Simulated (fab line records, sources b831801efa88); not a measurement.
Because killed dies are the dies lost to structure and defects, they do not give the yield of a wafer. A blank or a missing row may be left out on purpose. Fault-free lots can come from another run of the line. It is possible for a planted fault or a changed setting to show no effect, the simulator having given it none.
fab line records ; flow gf180mcu
record lots=6; wafers=18; last-day=34
route steps=602 shown M2@362
lots that met no fault: taken from a fault-free run of the same line
start-h: the number of hours between the record's first day and the start of the first shown wafer of the lot ; wait-h: hours since the lot's step before ; " same as the row above ; L1.1+2: one row covering several wafers at once ; - either no value or no given start ; * or withheld: withheld ; < > ~ a bound
route shown NAME@n: a module of which the file shows steps, and the number in the route of the first ; usual: the fault-free wafers' mean and standard deviation ; same: alike in all rows ; chamber/n: place in a boat ; sites: each site's reading ; _std_site: their standard deviation ; _edge_site: mean of outer sites minus mean of inner sites ; radius-mm: how far each site lies from the wafer's centre ; mask NAME#n: copy n ; behind: the most recent tool/chamber to have shaped the wafer ; hold: why the lot went on hold/how many hours it stayed there/how the hold came to an end ; device: the n, p or np transistor that did not switch ; end of line: at the end of the route, the tests of the same wafers ; step lacking rows: just its recipe ; killed: the dies lost at the first sort to structure and to defects; this is not the yield of the wafer ; map: shows each die of a wafer: x if killed, . if not, _ if none is there
set.NAME: setting as actually run; set.NAME@STEP: the setting as run at that earlier step ; model.NAME: the simulator's own value behind a step, which no gauge read
a table for each step, a row for each wafer; lots at some steps of the route
services: when a tool's chamber went out of use (start-h, in hours from the record's first day, below 0 if earlier), for how many hours, and the reason
## steps
# step GF_M2_SPUTTER_00
# recipe material=Ti; target-thk-nm=37.5; arriving-ion-energy-ev=80; substrate-temp-c=200; chamber-pressure-pa=2; power-w=4000; time-s=150
# usual cathode-dc-power-W=4000.1/0.75; throttle-valve-pct=29.2/0.81
lot.wafer;tool;chamber;start-h;wait-h;cathode-dc-power-W;throttle-valve-pct
L980.1;pvd-sputter-03;-;440.90;0.1;3999.9;29.8
L980.2;pvd-sputter-03;-;440.90;0.1;4000.3;30.3
L980.4;pvd-sputter-03;-;440.90;0.1;3999.6;28.3
L988.2;pvd-sputter-02;-;509.57;0.2;4001.2;28.5
L988.4;pvd-sputter-02;-;509.57;0.2;3999.4;28.1
L988.6;pvd-sputter-02;-;509.57;0.2;4000.7;29.6
L989.1;pvd-sputter-03;-;522.37;0.2;3998.9;30.1
L989.2;pvd-sputter-03;-;522.37;0.2;4000.7;30.2
L989.6;pvd-sputter-03;-;522.37;0.2;3999.6;27.9
L990.4;pvd-sputter-03;-;536.05;0.1;3998.5;30.0
L990.5;pvd-sputter-03;-;536.05;0.1;4000.2;28.3
L990.6;pvd-sputter-03;-;536.05;0.1;3999.6;29.1
L992.2;pvd-sputter-03;-;546.21;0.2;3998.6;29.2
L992.3;pvd-sputter-03;-;546.21;0.2;4000.5;29.8
L992.6;pvd-sputter-03;-;546.21;0.2;3999.0;28.0
L999.2;pvd-sputter-03;-;593.02;0.2;3999.8;28.8
L999.5;pvd-sputter-03;-;593.02;0.2;4000.5;30.0
L999.6;pvd-sputter-03;-;593.02;0.2;4000.4;28.1
# step GF_M2_SPUTTER_01
# recipe material=TiN; target-thk-nm=30; power-w=6500; time-s=25; chamber-pressure-pa=0.4
# usual cathode-dc-power-W=6500.0/1.2; throttle-valve-pct=29.2/0.81
lot.wafer;tool;chamber;start-h;wait-h;cathode-dc-power-W;throttle-valve-pct
L980.1;pvd-sputter-03;-;441.00;0.1;6498.8;29.9
L980.2;pvd-sputter-03;-;441.00;0.1;6500.7;29.7
L980.4;pvd-sputter-03;-;441.00;0.1;6501.7;28.2
L988.2;pvd-sputter-02;-;509.67;0.1;6500.7;28.6
L988.4;pvd-sputter-02;-;509.67;0.1;6502.3;28.3
L988.6;pvd-sputter-02;-;509.67;0.1;6499.7;29.4
L989.1;pvd-sputter-03;-;522.47;0.1;6500.7;29.9
L989.2;pvd-sputter-03;-;522.47;0.1;6502.8;30.1
L989.6;pvd-sputter-03;-;522.47;0.1;6500.9;28.0
L990.4;pvd-sputter-03;-;536.15;0.1;6498.7;29.9
L990.5;pvd-sputter-03;-;536.15;0.1;6499.4;27.8
L990.6;pvd-sputter-03;-;536.15;0.1;6500.5;29.0
L992.2;pvd-sputter-03;-;546.31;0.1;6499.7;29.1
L992.3;pvd-sputter-03;-;546.31;0.1;6500.3;30.2
L992.6;pvd-sputter-03;-;546.31;0.1;6501.7;28.3
L999.2;pvd-sputter-03;-;593.12;0.1;6502.1;28.9
L999.5;pvd-sputter-03;-;593.12;0.1;6500.7;29.9
L999.6;pvd-sputter-03;-;593.12;0.1;6498.8;28.1
# step GF_M2_SPUTTER_02
# recipe material=AlCu; target-thk-nm=450; power-w=10600; time-s=23.9; chamber-pressure-pa=0.4
# usual cathode-dc-power-W=10600/2; throttle-valve-pct=29.2/0.8
lot.wafer;tool;chamber;start-h;wait-h;cathode-dc-power-W;throttle-valve-pct
L980.1;pvd-sputter-03;-;441.03;0.0;10600;30.1
L980.2;pvd-sputter-03;-;441.03;0.0;10601;30.1
L980.4;pvd-sputter-03;-;441.03;0.0;10599;28.2
L988.2;pvd-sputter-02;-;509.70;0.0;10596;28.9
L988.4;pvd-sputter-02;-;509.70;0.0;10599;28.2
L988.6;pvd-sputter-02;-;509.70;0.0;10600;29.2
L989.1;pvd-sputter-03;-;522.50;0.0;10600;30.3
L989.2;pvd-sputter-03;-;522.50;0.0;10598;30.1
L989.6;pvd-sputter-03;-;522.50;0.0;10597;28.0
L990.4;pvd-sputter-03;-;536.18;0.0;10603;30.0
L990.5;pvd-sputter-03;-;536.18;0.0;10600;28.1
L990.6;pvd-sputter-03;-;536.18;0.0;10599;29.3
L992.2;pvd-sputter-03;-;546.35;0.0;10601;28.9
L992.3;pvd-sputter-03;-;546.35;0.0;10601;30.1
L992.6;pvd-sputter-03;-;546.35;0.0;10599;27.8
L999.2;pvd-sputter-03;-;593.15;0.0;10597;29.0
L999.5;pvd-sputter-03;-;593.15;0.0;10599;29.9
L999.6;pvd-sputter-03;-;593.15;0.0;10600;28.1
# step GF_M2_SPUTTER_03
# recipe material=Ti; target-thk-nm=10; substrate-temp-c=300; chamber-pressure-pa=0.3; power-w=3000; time-s=6.7
# usual cathode-dc-power-W=3000.1/0.51; throttle-valve-pct=29.2/0.82
lot.wafer;tool;chamber;start-h;wait-h;cathode-dc-power-W;throttle-valve-pct
L980.1;pvd-sputter-03;-;441.06;0.0;3000.4;30.1
L980.2;pvd-sputter-03;-;441.06;0.0;2999.8;30.2
L980.4;pvd-sputter-03;-;441.06;0.0;2999.7;28.0
L988.2;pvd-sputter-02;-;509.73;0.0;3000.3;28.7
L988.4;pvd-sputter-02;-;509.73;0.0;3000.0;28.4
L988.6;pvd-sputter-02;-;509.73;0.0;2999.4;29.4
L989.1;pvd-sputter-03;-;522.53;0.0;3000.8;29.9
L989.2;pvd-sputter-03;-;522.53;0.0;3000.0;30.2
L989.6;pvd-sputter-03;-;522.53;0.0;2999.8;27.9
L990.4;pvd-sputter-03;-;536.21;0.0;3000.6;30.2
L990.5;pvd-sputter-03;-;536.21;0.0;2999.6;27.9
L990.6;pvd-sputter-03;-;536.21;0.0;3000.6;29.3
L992.2;pvd-sputter-03;-;546.37;0.0;3001.0;29.2
L992.3;pvd-sputter-03;-;546.37;0.0;3000.3;29.8
L992.6;pvd-sputter-03;-;546.37;0.0;3000.7;28.1
L999.2;pvd-sputter-03;-;593.18;0.0;2999.4;29.1
L999.5;pvd-sputter-03;-;593.18;0.0;2999.9;30.1
L999.6;pvd-sputter-03;-;593.18;0.0;2999.2;28.0
# step GF_M2_SPUTTER_04
# recipe material=TiN; target-thk-nm=50; power-w=6500; time-s=41.7; chamber-pressure-pa=0.4
# usual cathode-dc-power-W=6500.2/1.2; throttle-valve-pct=29.2/0.8
lot.wafer;tool;chamber;start-h;wait-h;cathode-dc-power-W;throttle-valve-pct
L980.1;pvd-sputter-03;-;441.08;0.0;6500.5;29.8
L980.2;pvd-sputter-03;-;441.08;0.0;6498.2;29.9
L980.4;pvd-sputter-03;-;441.08;0.0;6499.6;28.1
L988.2;pvd-sputter-02;-;509.75;0.0;6502.6;28.9
L988.4;pvd-sputter-02;-;509.75;0.0;6499.8;28.4
L988.6;pvd-sputter-02;-;509.75;0.0;6500.7;29.0
L989.1;pvd-sputter-03;-;522.55;0.0;6498.5;29.7
L989.2;pvd-sputter-03;-;522.55;0.0;6500.8;30.1
L989.6;pvd-sputter-03;-;522.55;0.0;6501.5;28.0
L990.4;pvd-sputter-03;-;536.23;0.0;6502.0;30.0
L990.5;pvd-sputter-03;-;536.23;0.0;6498.0;28.1
L990.6;pvd-sputter-03;-;536.23;0.0;6501.2;29.1
L992.2;pvd-sputter-03;-;546.40;0.0;6502.6;29.4
L992.3;pvd-sputter-03;-;546.40;0.0;6502.5;29.8
L992.6;pvd-sputter-03;-;546.40;0.0;6500.3;27.9
L999.2;pvd-sputter-03;-;593.20;0.0;6500.3;29.0
L999.5;pvd-sputter-03;-;593.20;0.0;6501.2;30.0
L999.6;pvd-sputter-03;-;593.20;0.0;6499.5;27.7
# step GF_M2_RS_MEAS_05
# recipe thk-meas-gauge=four-point-probe; reads=TiN_of_M2_SPUTTER_04+Ti_of_M2_SPUTTER_03+AlCu_of_M2_SPUTTER_02+TiN_of_M2_SPUTTER_01+Ti_of_M2_SPUTTER_00
# usual M2_ALCU_RS=0.0694/0.0007
lot.wafer;tool;chamber;start-h;wait-h;M2_ALCU_RS[ohm/sq]
L980.1;film-metro-01;-;441.12;0.0;0.0678
L980.2;film-metro-01;-;441.12;0.0;0.0684
L980.4;film-metro-01;-;441.12;0.0;0.0680
L988.2;film-metro-03;-;509.81;0.0;0.0699
L988.4;film-metro-03;-;509.81;0.0;0.0702
L988.6;film-metro-03;-;509.81;0.0;0.0703
L989.1;film-metro-03;-;522.59;0.0;0.0704
L989.2;film-metro-03;-;522.59;0.0;0.0698
L989.6;film-metro-03;-;522.59;0.0;0.0696
L990.4;film-metro-04;-;536.33;0.1;0.0697
L990.5;film-metro-04;-;536.33;0.1;0.0690
L990.6;film-metro-04;-;536.33;0.1;0.0694
L992.2;film-metro-03;-;546.46;0.0;0.0698
L992.3;film-metro-03;-;546.46;0.0;0.0698
L992.6;film-metro-03;-;546.46;0.0;0.0695
L999.2;film-metro-01;-;593.26;0.0;0.0690
L999.5;film-metro-01;-;593.26;0.0;0.0695
L999.6;film-metro-01;-;593.26;0.0;0.0688
# step GF_M2_THK_MEAS_06
# recipe thk-meas-gauge=xrf; reads=AlCu_of_M2_SPUTTER_02
# usual M2_ALCU_THK=454/4.5
lot.wafer;tool;chamber;start-h;wait-h;M2_ALCU_THK[nm]
L980.1;film-metro-01;-;441.24;0.1;462
L980.2;film-metro-01;-;441.24;0.1;458
L980.4;film-metro-01;-;441.24;0.1;461
L988.2;film-metro-03;-;509.92;0.1;449
L988.4;film-metro-03;-;509.92;0.1;450
L988.6;film-metro-03;-;509.92;0.1;448
L989.1;film-metro-03;-;522.71;0.1;447
L989.2;film-metro-03;-;522.71;0.1;451
L989.6;film-metro-03;-;522.71;0.1;454
L990.4;film-metro-04;-;536.42;0.1;446
L990.5;film-metro-04;-;536.42;0.1;450
L990.6;film-metro-04;-;536.42;0.1;447
L992.2;film-metro-03;-;546.57;0.1;451
L992.3;film-metro-03;-;546.57;0.1;453
L992.6;film-metro-03;-;546.57;0.1;456
L999.2;film-metro-01;-;593.37;0.1;455
L999.5;film-metro-01;-;593.37;0.1;450
L999.6;film-metro-01;-;593.37;0.1;457
# step GF_M2_DEHYDRATE_07
# recipe temp-c=200; time-s=60
# step GF_M2_HMDS_08
# recipe prime-time-s=60; prime-temp-c=120
# step GF_M2_COAT_09
# recipe resist=KrF; spin-rpm=withheld; resist-thk-nm=1000
# step GF_M2_SOFTBAKE_10
# recipe temp-c=130; time-s=60; resist=KrF
# step GF_M2_EXPOSE_11
# recipe mask-id=Metal2; target-cd-nm=280; na=0.68; source-shape=conventional; sigma-outer=0.6; dose-mj=28
# step GF_M2_PEB_12
# recipe peb-temp-c=135; peb-time-s=90; resist=KrF
# usual chill-plate-temp-C=23.00/0.095; exhaust-pa=45.0/0.88; resist-line-temp-C=23.00/0.11
lot.wafer;tool;chamber;start-h;wait-h;chill-plate-temp-C;exhaust-pa;resist-line-temp-C
L980.1;litho-track-04;0;464.99;-;23.16;44.3;23.10
L980.2;litho-track-04;0;464.99;-;22.96;44.7;22.96
L980.4;litho-track-04;0;464.99;-;23.00;44.8;22.97
L988.2;litho-track-02;-;532.47;-;-;-;-
L988.4;litho-track-02;-;532.47;-;-;-;-
L988.6;litho-track-02;-;532.47;-;-;-;-
L989.1;litho-track-02;-;542.83;-;-;-;-
L989.2;litho-track-02;-;542.83;-;-;-;-
L989.6;litho-track-02;-;542.83;-;-;-;-
L990.4;litho-track-04;0;557.84;-;22.85;46.1;23.17
L990.5;litho-track-04;0;557.84;-;22.96;45.2;23.03
L990.6;litho-track-04;0;557.84;-;23.03;44.8;23.08
L992.2;litho-track-01;0;568.04;-;22.96;44.8;23.21
L992.3;litho-track-01;0;568.04;-;23.00;44.3;23.11
L992.6;litho-track-01;0;568.04;-;22.89;43.5;23.18
L999.2;litho-track-02;0;613.82;-;23.01;44.1;23.07
L999.5;litho-track-02;0;613.82;-;23.15;45.3;23.20
L999.6;litho-track-02;0;613.82;-;23.16;44.9;23.11
# step GF_M2_DEVELOP_13
# recipe develop-time-s=60; dev-temp-c=21
## services
tool;chamber;start-h;hours;kind
pvd-sputter-03;-;417.51;1.7;repair
pvd-sputter-02;-;441.95;4.5;repair
pvd-sputter-02;-;460.66;10.0;repair
pvd-sputter-02;-;526.69;1.0;repair
## key
first-sign step=GF_M2_PEB_12; reading=tool-record; direction=missing
effect none on later readings
met-at GF_M2_PEB_12
struck-wafers L988.2,L988.4,L988.6,L989.1,L989.2,L989.6
later-rows-left-out L988.2,L988.4,L988.6,L989.1,L989.2,L989.6
sort-left-out L988.2,L988.4,L988.6,L989.1,L989.2,L989.6
fault kind=skipped-step-whole; tool=litho-track-02; chamber=-; onset-h=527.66; steps=GF_M2_PEB_12; scope=struck-lots-only
# sort-left-out: the simulated sort isn't trusted on such a fault, so these wafers' sort isn't shown, and their yield isn't known
# later-rows-left-out: the simulator's readings of these wafers behind a module that went badly wrong aren't trusted and aren't shown, but for the sort
